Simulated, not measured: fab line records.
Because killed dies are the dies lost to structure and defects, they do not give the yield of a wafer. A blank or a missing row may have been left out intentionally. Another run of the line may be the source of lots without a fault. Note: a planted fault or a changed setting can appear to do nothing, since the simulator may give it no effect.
fab line records	flow sky130
[record] lots = 5	wafers = 15	last_day = 50
route steps=708 shown LI_CONTACT@375 LOCAL_INTERCONNECT@387 PAD_OPEN@708
lots with no fault: from the same line, run without faults
start_h: the number of hours between the record's first day and the start of the first shown wafer of the lot	wait_h: hours from the lot's prior step to this one	" unchanged from the row above	L1.1+2: several wafers, shown together as one row	- value missing, or start not given	* or withheld: withheld	< > ~ a bound
route shown NAME@n: a module of which the file shows steps, and the number in the route of the first	usual: the fault-free wafers' mean and standard deviation	same: alike in all rows	chamber/n: place in a boat	sites: per-site readings	_std_site: standard deviation across them	_edge_site: inner sites' mean taken away from outer sites' mean	radius_mm: for every site, how far away it sits from the centre of the wafer	mask NAME#n: copy n	behind: the tool/chamber that last shaped the wafer	hold: the reason the lot was held/the length of the hold in hours/how it ended	device: names the non-switching transistor (n, p or np)	end of line: the route-end tests of the same wafers	step lacking rows: just its recipe	killed: count of dies lost to structure and defects at first sort (not the wafer's yield)	map: per-die view of a wafer (x killed, . not killed, _ where there is no die)
set.NAME: the setting the step ran with; set.NAME@STEP: the setting that earlier step ran with	model.NAME: the simulator's own value behind a step, which no gauge read
lots at selected steps of the route; one table per step, one row per wafer
services: a tool's chamber out of use, with start hour (start_h, from the record's first day; less than 0 if before it), hours out, and reason
[[steps]]
[step SKY_LI_CONTACT_OVL_MEAS_13]
[usual] LI_CONTACT_OVL = 0/4.8
lot.wafer	tool	chamber	start_h	wait_h	LI_CONTACT_OVL[nm]
L291.2	overlay-02	-	691.87	0.1	1
L291.4	"	-	"	"	0
L291.5	"	-	"	"	1
L301.4	overlay-01	-	784.27	0.1	1
L301.5	"	-	"	"	-5
L301.6	"	-	"	"	-6
L308.1	overlay-02	-	821.47	0.1	1
L308.5	"	-	"	"	4
L308.6	"	-	"	"	-6
L310.2	overlay-01	-	830.27	0.1	2
L310.4	"	-	"	"	-3
L310.5	"	-	"	"	-7
L314.2	overlay-02	-	863.42	0.1	3
L314.3	"	-	"	"	2
L314.6	"	-	"	"	-3
[step SKY_LI_CONTACT_ETCH_14]
[recipe] chemistry = N2/H2	target = BARC	ion_energy_ev = 200	source_w = 500	bias_w = 100	pressure_mtorr = 30	n2_flow_sccm = 100	h2_flow_sccm = 200	stop_on = SiO2	time_s = 45.9	target_depth_a = 600
[usual] drypump_motor_current_A = 6.0/0.55	oes_product_au = 0.855/0.0048	throttle_valve_pct = 13.224/0.0088
[same] time_s = 45.9
lot.wafer	tool	chamber	start_h	wait_h	drypump_motor_current_A	oes_product_au	rf_hours_counter_h	throttle_valve_pct
L291.2	rie_diel-04	3	691.90	0.0	6.1	0.853	4	13.235
L291.4	"	3	"	"	6.1	0.853	-	13.220
L291.5	"	1	"	"	6.7	0.854	-	13.224
L301.4	rie_diel-01	3	784.31	0.0	5.9	0.854	-	13.234
L301.5	"	0	"	"	6.7	0.850	-	13.221
L301.6	"	1	"	"	5.8	0.844	-	13.221
L308.1	rie_diel-01	1	821.50	0.0	5.8	0.859	22	13.231
L308.5	"	3	"	"	5.9	0.856	-	13.218
L308.6	"	0	"	"	6.7	0.851	-	13.241
L310.2	rie_diel-04	0	830.30	0.0	6.1	0.856	3	13.223
L310.4	"	1	"	"	6.7	0.853	8	13.236
L310.5	"	3	"	"	6.1	0.864	-	13.233
L314.2	rie_diel-02	1	863.45	0.0	4.9	0.855	6	13.217
L314.3	"	0	"	"	5.0	0.864	11	13.234
L314.6	"	1	"	"	4.9	0.845	-	13.226
[step SKY_LI_CONTACT_ETCH_15]
[recipe] target = PSG	chemistry = C4F8/O2/Ar	stop_on = Si	taper_deg = 4.15	mask_material = KrF-thick	source_w = 1500	bias_w = 1200	pressure_mtorr = 40	c4f8_flow_sccm = withheld	O2_flow_sccm = 6	Ar_flow_sccm = 300	time_s = withheld	target_depth_a = 6000
[usual] oes_product_au = 0.836/0.0047
lot.wafer	tool	chamber	start_h	wait_h	oes_product_au
L291.2	rie_diel-04	3	691.94	0.0	0.831
L291.4	"	3	"	"	0.841
L291.5	"	1	"	"	0.837
L301.4	rie_diel-01	3	784.37	0.0	0.834
L301.5	"	0	"	"	0.839
L301.6	"	1	"	"	0.839
L308.1	rie_diel-01	1	821.54	0.0	0.840
L308.5	"	3	"	"	0.842
L308.6	"	0	"	"	0.827
L310.2	rie_diel-04	0	830.34	0.0	0.832
L310.4	"	1	"	"	0.831
L310.5	"	3	"	"	0.834
L314.2	rie_diel-02	1	863.49	0.0	0.833
L314.3	"	0	"	"	0.835
L314.6	"	1	"	"	0.831
[step SKY_LI_CONTACT_STRIP_16]
[recipe] chemistry = O2/N2	power_w = 1400	pressure_mtorr = 1500	platen_temp_c = withheld	o2_flow_sccm = 3000	n2_flow_sccm = 300	overash_fraction = 0.5
[usual] drypump_motor_current_A = 6.1/0.32	oes_product_au = 0.375/0.0048	strip_time_to_endpoint_s = 3.493/0.03
lot.wafer	tool	chamber	start_h	wait_h	drypump_motor_current_A	oes_product_au	rf_hours_counter_h	strip_time_to_endpoint_s
L291.2	plasma_asher-03	1	692.03	-	5.7	0.371	98	3.511
L291.4	"	0	"	"	6.0	0.376	-	3.472
L291.5	"	0	"	"	6.0	0.374	-	3.527
L301.4	plasma_asher-04	1	784.45	-	6.0	0.367	-	3.483
L301.5	"	0	"	"	6.5	0.376	-	3.482
L301.6	"	1	"	"	6.0	0.374	-	3.453
L308.1	plasma_asher-03	1	821.63	-	5.8	0.381	8	3.497
L308.5	"	0	"	"	6.1	0.379	-	3.460
L308.6	"	1	"	"	5.8	0.370	-	3.486
L310.2	plasma_asher-03	0	830.43	-	6.0	0.371	9	3.491
L310.4	"	1	"	"	5.7	0.381	-	3.532
L310.5	"	1	"	"	5.8	0.371	-	3.481
L314.2	plasma_asher-03	0	863.58	-	6.0	0.372	9	3.441
L314.3	"	1	"	"	5.7	0.380	-	3.522
L314.6	"	0	"	"	6.0	0.374	-	3.436
[step SKY_LI_CONTACT_CLEAN_17]
[recipe] chemistry = NMP	time_s = 600	temp_c = 60	dry = n2_spin
[step SKY_LI_CONTACT_PRE_CLEAN_18]
[recipe] gas = Ar	time_s = 5.6	bias_v = 358
[step SKY_LI_CONTACT_SPUTTER_19]
[recipe] material = Ti	target_thk_nm = 20	chamber_pressure_pa = 5	power_w = 2500	substrate_temp_c = 200	time_s = 106.37
[usual] cathode_dc_power_W = 2500.0/0.45	throttle_valve_pct = 30.1/0.79
[same] time_s = 106.37
lot.wafer	tool	chamber	start_h	wait_h	cathode_dc_power_W	throttle_valve_pct
L291.2	pvd_sputter-02	-	692.32	0.0	2499.8	30.3
L291.4	"	-	"	"	2499.4	29.5
L291.5	"	-	"	"	2500.6	31.5
L301.4	pvd_sputter-02	-	784.91	0.0	2499.6	31.9
L301.5	"	-	"	"	2499.5	30.1
L301.6	"	-	"	"	2499.7	29.5
L308.1	pvd_sputter-02	-	821.92	0.0	2500.2	30.2
L308.5	"	-	"	"	2500.2	29.7
L308.6	"	-	"	"	2500.6	31.4
L310.2	pvd_sputter-04	-	830.76	0.0	2499.8	31.2
L310.4	"	-	"	"	2500.9	28.8
L310.5	"	-	"	"	2499.6	28.9
L314.2	pvd_sputter-04	-	863.87	0.0	2499.7	30.7
L314.3	"	-	"	"	2499.2	28.8
L314.6	"	-	"	"	2499.8	28.9
[step SKY_LI_CONTACT_SPUTTER_20]
[recipe] material = TiN	target_thk_nm = 20	chamber_pressure_pa = 5	power_w = 4000	time_s = 80
[step SKY_LI_CONTACT_CVD_21]
[recipe] material = W	target_thk_nm = 400	time_s = 120.56	temp_c = 400	pressure_torr = 40
[step SKY_LI_CONTACT_RS_MEAS_22]
[recipe] thk_meas_gauge = four-point-probe	reads = W_of_LI_CONTACT_CVD_21+TiN_of_LI_CONTACT_SPUTTER_20+Ti_of_LI_CONTACT_SPUTTER_19
[usual] LI_CONTACT_W_RS = 0.286/0.0034
lot.wafer	tool	chamber	start_h	wait_h	LI_CONTACT_W_RS[ohm/sq]
L291.2	film_metro-02	-	692.61	0.1	0.282
L291.4	"	-	"	"	0.285
L291.5	"	-	"	"	0.285
L301.4	film_metro-04	-	785.36	0.1	0.282
L301.5	"	-	"	"	0.285
L301.6	"	-	"	"	0.280
L308.1	film_metro-02	-	822.31	0.2	0.290
L308.5	"	-	"	"	0.288
L308.6	"	-	"	"	0.285
L310.2	film_metro-01	-	831.04	0.1	0.290
L310.4	"	-	"	"	0.287
L310.5	"	-	"	"	0.289
L314.2	film_metro-02	-	864.16	0.1	0.286
L314.3	"	-	"	"	0.285
L314.6	"	-	"	"	0.291
[step SKY_LI_CONTACT_THK_MEAS_23]
[recipe] thk_meas_gauge = xrf	reads = W_of_LI_CONTACT_CVD_21
[usual] LI_CONTACT_W_THK = 389/5.4
lot.wafer	tool	chamber	start_h	wait_h	LI_CONTACT_W_THK[nm]
L291.2	film_metro-02	-	692.72	0.1	398
L291.4	"	-	"	"	399
L291.5	"	-	"	"	396
L301.4	film_metro-04	-	785.45	0.1	394
L301.5	"	-	"	"	390
L301.6	"	-	"	"	397
L308.1	film_metro-02	-	822.43	0.1	383
L308.5	"	-	"	"	385
L308.6	"	-	"	"	389
L310.2	film_metro-01	-	831.15	0.1	378
L310.4	"	-	"	"	383
L310.5	"	-	"	"	383
L314.2	film_metro-02	-	864.27	0.1	389
L314.3	"	-	"	"	394
L314.6	"	-	"	"	385
[step SKY_LI_CONTACT_CMP_24]
[recipe] stop_on = PSG	t_overpolish_s = 20	down_force_psi = 3.5	platen_rpm = 60	target_thk_nm = 0	pad_velocity_m_s = 0.94248
[step SKY_LOCAL_INTERCONNECT_SPUTTER_00]
[recipe] material = TiN	target_thk_nm = 100	temp_c = 300	power_w = 6500	time_s = 83.3	chamber_pressure_pa = 0.4
[usual] cathode_dc_power_W = 6500.0/1.2	throttle_valve_pct = 30.2/0.79
[same] time_s = 83.3
lot.wafer	tool	chamber	start_h	wait_h	cathode_dc_power_W	throttle_valve_pct	model.TiN_of_LOCAL_INTERCONNECT_SPUTTER_00.thk_nm
L291.2	pvd_sputter-03	-	693.07	0.1	6498.4	29.2	98.47
L291.4	"	-	"	"	6499.8	30.9	99.49
L291.5	"	-	"	"	6501.1	30.3	99.53
L301.4	pvd_sputter-04	-	785.78	0.2	6498.7	29.8	100.2
L301.5	"	-	"	"	6500.1	29.6	100.7
L301.6	"	-	"	"	6499.7	30.9	99.42
L308.1	pvd_sputter-02	-	822.79	0.2	6500.8	30.0	101.3
L308.5	"	-	"	"	6503.0	29.8	98.11
L308.6	"	-	"	"	6499.3	29.5	99.43
L310.2	pvd_sputter-03	-	831.50	0.1	6501.3	29.4	98.88
L310.4	"	-	"	"	6501.1	30.9	99.97
L310.5	"	-	"	"	6762.0	30.0	102.9
L314.2	pvd_sputter-02	-	864.62	0.1	6500.6	31.4	98.84
L314.3	"	-	"	"	6499.3	29.4	97.02
L314.6	"	-	"	"	6501.6	31.7	98.31
[step SKY_LOCAL_INTERCONNECT_RS_MEAS_01]
[recipe] thk_meas_gauge = four-point-probe	reads = TiN_of_LOCAL_INTERCONNECT_SPUTTER_00
[usual] LOCAL_INTERCONNECT_TIN_RS = 14.19/0.16
lot.wafer	tool	chamber	start_h	wait_h	LOCAL_INTERCONNECT_TIN_RS[ohm/sq]
L291.2	film_metro-04	-	693.15	0.1	14.38
L291.4	"	-	"	"	14.24
L291.5	"	-	"	"	14.24
L301.4	film_metro-04	-	785.90	0.1	14.11
L301.5	"	-	"	"	14.05
L301.6	"	-	"	"	14.24
L308.1	film_metro-02	-	822.86	0.0	13.94
L308.5	"	-	"	"	14.46
L308.6	"	-	"	"	14.22
L310.2	film_metro-04	-	831.58	0.1	14.34
L310.4	"	-	"	"	14.16
L310.5	"	-	"	"	13.73
L314.2	film_metro-04	-	864.70	0.1	14.32
L314.3	"	-	"	"	14.65
L314.6	"	-	"	"	14.39
[step SKY_LOCAL_INTERCONNECT_THK_MEAS_02]
[recipe] thk_meas_gauge = xrf	reads = TiN_of_LOCAL_INTERCONNECT_SPUTTER_00
[usual] LOCAL_INTERCONNECT_TIN_THK = 99.9/1.3
lot.wafer	tool	chamber	start_h	wait_h	LOCAL_INTERCONNECT_TIN_THK[nm]
L291.2	film_metro-04	-	693.26	0.1	98.2
L291.4	"	-	"	"	99.2
L291.5	"	-	"	"	99.0
L301.4	film_metro-04	-	785.99	0.1	99.9
L301.5	"	-	"	"	100.3
L301.6	"	-	"	"	99.2
L308.1	film_metro-02	-	822.98	0.1	101.8
L308.5	"	-	"	"	98.5
L308.6	"	-	"	"	100.0
L310.2	film_metro-04	-	831.69	0.1	98.3
L310.4	"	-	"	"	100.2
L310.5	"	-	"	"	103.0
L314.2	film_metro-04	-	864.81	0.1	98.7
L314.3	"	-	"	"	96.9
L314.6	"	-	"	"	98.1
[step SKY_LOCAL_INTERCONNECT_DEHYDRATE_03]
[recipe] temp_c = 200	time_s = 60
[step SKY_LOCAL_INTERCONNECT_HMDS_04]
[recipe] prime_time_s = 60	prime_temp_c = 120
[step SKY_LOCAL_INTERCONNECT_COAT_05]
[recipe] resist = BARC	temp_c = withheld	time_s = withheld	spin_rpm = 3000	resist_thk_nm = 60
[step SKY_LOCAL_INTERCONNECT_COAT_06]
[recipe] resist = KrF-thick	spin_rpm = 3000	resist_thk_nm = 450
[step SKY_LOCAL_INTERCONNECT_SOFTBAKE_07]
[recipe] temp_c = 100	time_s = 90	resist = KrF-thick
[step SKY_LOCAL_INTERCONNECT_EXPOSE_08]
[recipe] mask_id = LI1M	na = 0.8	source_shape = annular	sigma_inner = 0.55	sigma_outer = 0.85	target_cd_nm = 170	dose_mj = 28
[step SKY_LOCAL_INTERCONNECT_PEB_09]
[recipe] peb_temp_c = withheld	peb_time_s = withheld	resist = KrF-thick
[step SKY_LOCAL_INTERCONNECT_DEVELOP_10]
[recipe] develop_time_s = 60	resist = KrF-thick	dev_temp_c = 21
[step SKY_LOCAL_INTERCONNECT_CD_MEAS_11]
[recipe] target_cd_nm = 170
[usual] cd_nm = 169.1/1.2
lot.wafer	tool	chamber	start_h	wait_h	cd_nm
L291.2	cd_sem-01	-	721.14	-	169.1
L291.4	"	-	"	"	168.1
L291.5	"	-	"	"	169.1
L301.4	cd_sem-01	-	812.41	-	169.4
L301.5	"	-	"	"	169.6
L301.6	"	-	"	"	169.1
L308.1	cd_sem-02	-	849.50	-	169.3
L308.5	"	-	"	"	169.5
L308.6	"	-	"	"	169.7
L310.2	cd_sem-01	-	858.62	-	169.1
L310.4	"	-	"	"	168.4
L310.5	"	-	"	"	168.8
L314.2	cd_sem-02	-	890.72	-	171.0
L314.3	"	-	"	"	168.9
L314.6	"	-	"	"	171.0
[step SKY_LOCAL_INTERCONNECT_OVL_MEAS_12]
[usual] LOCAL_INTERCONNECT_OVL = -1/6.3
lot.wafer	tool	chamber	start_h	wait_h	LOCAL_INTERCONNECT_OVL[nm]
L291.2	overlay-02	-	721.25	0.1	-4
L291.4	"	-	"	"	-6
L291.5	"	-	"	"	3
L301.4	overlay-02	-	812.49	0.1	12
L301.5	"	-	"	"	4
L301.6	"	-	"	"	10
L308.1	overlay-02	-	849.62	0.1	-2
L308.5	"	-	"	"	-5
L308.6	"	-	"	"	-9
L310.2	overlay-02	-	858.72	0.1	-6
L310.4	"	-	"	"	-7
L310.5	"	-	"	"	-11
L314.2	overlay-01	-	890.82	0.1	0
L314.3	"	-	"	"	-5
L314.6	"	-	"	"	5
[step SKY_LOCAL_INTERCONNECT_ETCH_13]
[recipe] chemistry = N2/H2	target = BARC	ion_energy_ev = 200	bias_w = 100	pressure_mtorr = 30	n2_flow_sccm = 100	h2_flow_sccm = 200	icp_w = 500	stop_on = SiO2	time_s = 45.9	target_depth_a = 600
[usual] drypump_motor_current_A = 5.7/0.41	oes_product_au = 0.854/0.0049	throttle_valve_pct = 13.224/0.0097
[same] time_s = 45.9
lot.wafer	tool	chamber	start_h	wait_h	drypump_motor_current_A	oes_product_au	rf_hours_counter_h	throttle_valve_pct
L291.2	rie_metal-04	0	721.30	0.0	5.7	0.858	-	13.233
L291.4	"	0	"	"	5.7	0.856	-	13.245
L291.5	"	0	"	"	5.7	0.850	-	13.220
L301.4	rie_metal-01	1	812.53	0.0	5.1	0.856	-	13.217
L301.5	"	0	"	"	5.6	0.860	-	13.209
L301.6	"	1	"	"	5.1	0.851	-	13.221
L308.1	rie_metal-01	1	849.65	0.0	5.1	0.849	15	13.235
L308.5	"	0	"	"	5.6	0.851	-	13.220
L308.6	"	1	"	"	5.1	0.857	-	13.229
L310.2	rie_metal-01	1	858.78	0.0	5.1	0.849	-	13.232
L310.4	"	1	"	"	5.1	0.848	-	13.233
L310.5	"	1	"	"	5.1	0.865	-	13.225
L314.2	rie_metal-02	0	890.87	0.0	6.0	0.844	-	13.202
L314.3	"	0	"	"	6.0	0.850	-	13.228
L314.6	"	0	"	"	6.0	0.860	-	13.231
[step SKY_LOCAL_INTERCONNECT_METAL_ETCH_14]
[recipe] target_depth_nm = 110	stop_on = PSG	chemistry = Cl2/BCl3	target = TiN	resist_sidewall_deg = 88	pressure_mtorr = 10	icp_w = 900	bias_w = 48.5	Cl2_flow_sccm = 60	bcl3_flow_sccm = 30	time_s = 31.4
[usual] drypump_motor_current_A = 5.7/0.4	oes_product_au = 0.940/0.0073	throttle_valve_pct = 21.902/0.0094
[same] time_s = 31.4
lot.wafer	tool	chamber	start_h	wait_h	drypump_motor_current_A	oes_product_au	rf_hours_counter_h	throttle_valve_pct	model.etch.depth_nm	model.LOCAL_INTERCONNECT.feature_depth_nm
L291.2	rie_metal-04	0	721.42	0.1	5.7	0.936	-	21.907	98.47	98.47
L291.4	"	0	"	"	5.7	0.935	-	21.914	99.49	99.49
L291.5	"	0	"	"	5.7	0.943	-	21.910	99.53	99.53
L301.4	rie_metal-01	1	812.58	0.0	5.1	0.946	-	21.897	100.2	100.2
L301.5	"	0	"	"	5.6	0.936	-	21.898	100.7	100.7
L301.6	"	1	"	"	5.1	0.936	-	21.909	99.42	99.42
L308.1	rie_metal-01	1	849.72	0.0	5.1	0.946	15	21.895	101.3	101.3
L308.5	"	0	"	"	5.6	0.928	-	21.890	98.11	98.11
L308.6	"	1	"	"	5.1	0.939	-	21.897	99.43	99.43
L310.2	rie_metal-01	1	858.90	0.1	5.1	0.940	-	21.906	98.88	98.88
L310.4	"	1	"	"	5.1	0.942	-	21.909	99.97	99.97
L310.5	"	1	"	"	5.1	0.967	-	21.892	102.9	102.9
L314.2	rie_metal-02	0	891.00	0.1	6.0	0.938	-	21.897	98.84	98.84
L314.3	"	0	"	"	6.0	0.921	-	21.921	97.02	97.02
L314.6	"	0	"	"	6.0	0.937	-	21.913	98.31	98.31
[step SKY_LOCAL_INTERCONNECT_STRIP_15]
[recipe] chemistry = O2/N2	power_w = 1400	pressure_mtorr = 1500	platen_temp_c = withheld	o2_flow_sccm = 3000	n2_flow_sccm = 300	overash_fraction = 0.5
[step SKY_LOCAL_INTERCONNECT_STRIP_16]
[recipe] chemistry = post_etch_residue_remover	time_s = 1200	temp_c = 72.5
[same] time_s = 1200
lot.wafer	tool	chamber	start_h	wait_h	model.TiN_of_LOCAL_INTERCONNECT_SPUTTER_00.thk_nm
L291.2	wet_bench-04	2	721.61	0.1	98.05
L291.4	"	2	"	"	99.07
L291.5	"	2	"	"	99.12
L301.4	wet_bench-04	1	812.72	0.0	99.74
L301.5	"	1	"	"	100.3
L301.6	"	1	"	"	99
L308.1	wet_bench-01	0	849.87	0.1	100.9
L308.5	"	0	"	"	97.69
L308.6	"	0	"	"	99.01
L310.2	wet_bench-04	3	859.08	0.1	98.46
L310.4	"	3	"	"	99.55
L310.5	"	3	"	"	102.4
L314.2	wet_bench-02	0	891.18	0.1	98.43
L314.3	"	0	"	"	96.6
L314.6	"	0	"	"	97.89
[step SKY_LOCAL_INTERCONNECT_CLEAN_17]
[recipe] chemistry = IPA	time_s = 180	temp_c = 25
[step SKY_PAD_OPEN_PROBE_99]
lot.wafer	tool	chamber	start_h	wait_h	model.etest.res_li.line_ohm_um	model.etest.res_li.rs_ohm_sq
L291.2	prober-02	-	1090.87	0.1	76.53	12.9
L291.4	prober-02	-	1090.97	0.2	75.95	12.78
L291.5	prober-02	-	1091.02	0.2	75.03	12.81
L301.4	prober-02	-	1159.92	0.2	75.3	12.77
L301.5	prober-02	-	1159.97	0.2	73.94	12.78
L301.6	prober-02	-	1160.02	0.2	75.6	12.84
L308.1	prober-01	-	1185.49	0.1	74.39	12.6
L308.5	prober-01	-	1185.69	0.2	76.35	13.05
L308.6	prober-01	-	1185.74	0.2	75.74	12.77
L310.2	prober-02	-	1189.51	0.1	75.67	12.94
L310.4	prober-02	-	1189.61	0.2	75.75	12.72
L310.5	prober-02	-	1189.66	0.2	73.07	12.4
L314.2	prober-01	-	1209.84	0.1	75.23	12.9
L314.3	prober-01	-	1209.89	0.2	77.29	13.12
L314.6	prober-01	-	1210.04	0.2	75.11	13.02
// killed by level:class
L291.2 VIA3:geometric_particle:open=7 VIA1:geometric_particle:open=6 CONTACT:geometric_particle:open=6 CONTACT:geometric_particle:short=6 VIA2:geometric_particle:short=6 FIELD_ISO:geometric_particle:open=5 METAL2:geometric_particle:short=5 LOCAL_INTERCONNECT:geometric_particle:short=4
L291.4 LI_CONTACT:geometric_particle:open=10 VIA1:geometric_particle:open=8 VIA3:geometric_particle:open=6 VIA2:geometric_particle:open=6 CONTACT:geometric_particle:open=5 FIELD_ISO:geometric_particle:short=4 POLY_GATE:geometric_particle:short=4 VIA1:geometric_particle:short=4
L291.5 METAL2:geometric_particle:short=10 LI_CONTACT:geometric_particle:open=7 VIA1:geometric_particle:open=7 CONTACT:geometric_particle:short=6 METAL1:geometric_particle:short=6 VIA2:geometric_particle:open=5 VIA1:geometric_particle:short=5 FIELD_ISO:geometric_particle:short=4
L301.4 CONTACT:geometric_particle:open=10 VIA3:geometric_particle:open=9 VIA1:geometric_particle:open=8 VIA2:geometric_particle:open=8 METAL1:geometric_particle:short=6 METAL3:geometric_particle:short=6 FIELD_ISO:geometric_particle:short=4 CONTACT:geometric_particle:short=4
L301.5 LI_CONTACT:geometric_particle:open=8 VIA1:geometric_particle:open=8 VIA3:geometric_particle:open=8 FIELD_ISO:geometric_particle:open=6 FIELD_ISO:geometric_particle:short=6 LOCAL_INTERCONNECT:geometric_particle:short=6 CONTACT:geometric_particle:open=6 VIA2:geometric_particle:open=5
L301.6 CONTACT:geometric_particle:open=10 FIELD_ISO:geometric_particle:short=8 LI_CONTACT:geometric_particle:open=8 VIA1:geometric_particle:open=8 CONTACT:geometric_particle:short=6 VIA2:geometric_particle:open=6 FIELD_ISO:geometric_particle:open=4 LOCAL_INTERCONNECT:geometric_particle:short=4
L308.1 VIA1:geometric_particle:open=12 CONTACT:geometric_particle:open=10 METAL1:geometric_particle:short=8 LI_CONTACT:geometric_particle:open=7 METAL2:geometric_particle:short=7 VIA2:geometric_particle:open=5 FIELD_ISO:geometric_particle:short=4 METAL1:geometric_particle:open=4
L308.5 CONTACT:geometric_particle:open=14 VIA2:geometric_particle:open=14 VIA1:geometric_particle:open=12 FIELD_ISO:geometric_particle:short=11 LI_CONTACT:geometric_particle:open=9 FIELD_ISO:geometric_particle:open=6 POLY_GATE:geometric_particle:short=6 METAL1:geometric_particle:short=5
L308.6 VIA1:geometric_particle:open=11 LI_CONTACT:geometric_particle:open=9 CONTACT:geometric_particle:open=6 POLY_GATE:geometric_particle:open=4 LOCAL_INTERCONNECT:geometric_particle:short=4 METAL1:geometric_particle:short=4 FIELD_ISO:geometric_particle:short=3 LI_CONTACT:geometric_particle:short=3
L314.2 LI_CONTACT:geometric_particle:open=8 VIA2:geometric_particle:short=7 VIA1:geometric_particle:open=7 VIA3:geometric_particle:open=7 POLY_GATE:geometric_particle:open=6 VIA2:geometric_particle:open=6 METAL1:geometric_particle:short=6 FIELD_ISO:geometric_particle:open=5
L314.3 VIA1:geometric_particle:open=13 VIA2:geometric_particle:open=12 LI_CONTACT:geometric_particle:short=8 FIELD_ISO:geometric_particle:short=7 CONTACT:geometric_particle:open=6 METAL1:geometric_particle:short=6 VIA1:geometric_particle:short=6 METAL2:geometric_particle:short=4
L314.6 CONTACT:geometric_particle:open=14 VIA2:geometric_particle:open=8 LI_CONTACT:geometric_particle:open=8 VIA1:geometric_particle:short=7 VIA1:geometric_particle:open=7 POLY_GATE:geometric_particle:open=5 METAL1:geometric_particle:short=5 LOCAL_INTERCONNECT:geometric_particle:short=5
[[services]]
tool	chamber	start_h	hours	kind
rie_diel-01	3	670.05	3.1	repair
pvd_sputter-04	-	673.57	7.3	repair
pvd_sputter-02	-	675.87	5.5	repair
pvd_sputter-03	-	681.51	2.5	repair
rie_diel-04	0	684.17	8.3	repair
pvd_sputter-03	-	689.84	2.6	repair
rie_diel-02	-	702.13	0.7	repair
plasma_asher-03	-	708.66	5.0	repair
rie_diel-02	1	709.85	4.5	repair
pvd_sputter-03	-	732.54	11.1	repair
plasma_asher-03	-	733.75	9.0	pm
rie_metal-02	1	738.57	6.5	repair
rie_diel-04	1	755.08	15.5	repair
rie_diel-01	3	755.92	11.7	repair
pvd_sputter-04	-	767.78	13.7	repair
rie_diel-01	2	771.81	16.7	repair
plasma_asher-03	-	788.06	2.8	pm
plasma_asher-03	-	831.59	2.0	repair
plasma_asher-03	-	833.76	28.1	pm
rie_metal-01	0	856.01	57.2	repair
rie_metal-01	1	861.02	3.1	repair
rie_diel-01	1	870.50	6.3	repair
pvd_sputter-02	-	884.12	2.7	repair
rie_diel-04	-	885.84	0.4	repair
[[key]]
[first_sign] step = SKY_LOCAL_INTERCONNECT_SPUTTER_00	reading = cathode_dc_power_W	direction = up	sigmas = 99+	usual = 6500.0	struck = 6762.0
[effect] step = SKY_LOCAL_INTERCONNECT_METAL_ETCH_14	reading = oes_product_au	direction = up	sigmas = 3.7	usual = 0.940	struck = 0.967
[model_effect] step = SKY_LOCAL_INTERCONNECT_SPUTTER_00	value = TiN_of_LOCAL_INTERCONNECT_SPUTTER_00.thk_nm	without = 98.85	struck = 102.9
[model_effect] step = SKY_LOCAL_INTERCONNECT_METAL_ETCH_14	value = etch.depth_nm	without = 98.85	struck = 102.9
[model_effect] step = SKY_LOCAL_INTERCONNECT_STRIP_16	value = TiN_of_LOCAL_INTERCONNECT_SPUTTER_00.thk_nm	without = 98.43	struck = 102.4
[model_effect] step = SKY_PAD_OPEN_PROBE_99	value = etest.res_li.line_ohm_um	without = 76.03	struck = 73.07
met_at SKY_LOCAL_INTERCONNECT_SPUTTER_00
struck_wafers L310.5
sort_left_out L310.5
tester_left_out L310
onset_between 693.07 831.50
[fault] kind = process_parameter_drift	tool = pvd_sputter-03	chamber = -	onset_h = 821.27	steps = SKY_LOCAL_INTERCONNECT_SPUTTER_00	channel = power_w	offset = *	shape = step	end_h = 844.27	acts_in = *	stated = *	scope = struck_wafers_only
// tester_left_out: of these lots the tester's yield and bins aren't shown, on N5 and GAA mostly nor the transistor test; their killed dies are dies lost to structure and defects alone, not to doping, threshold or leakage, so they don't give the yield
// sort_left_out: the simulated sort isn't trusted on such a fault, so these wafers' sort isn't shown, and their yield isn't known
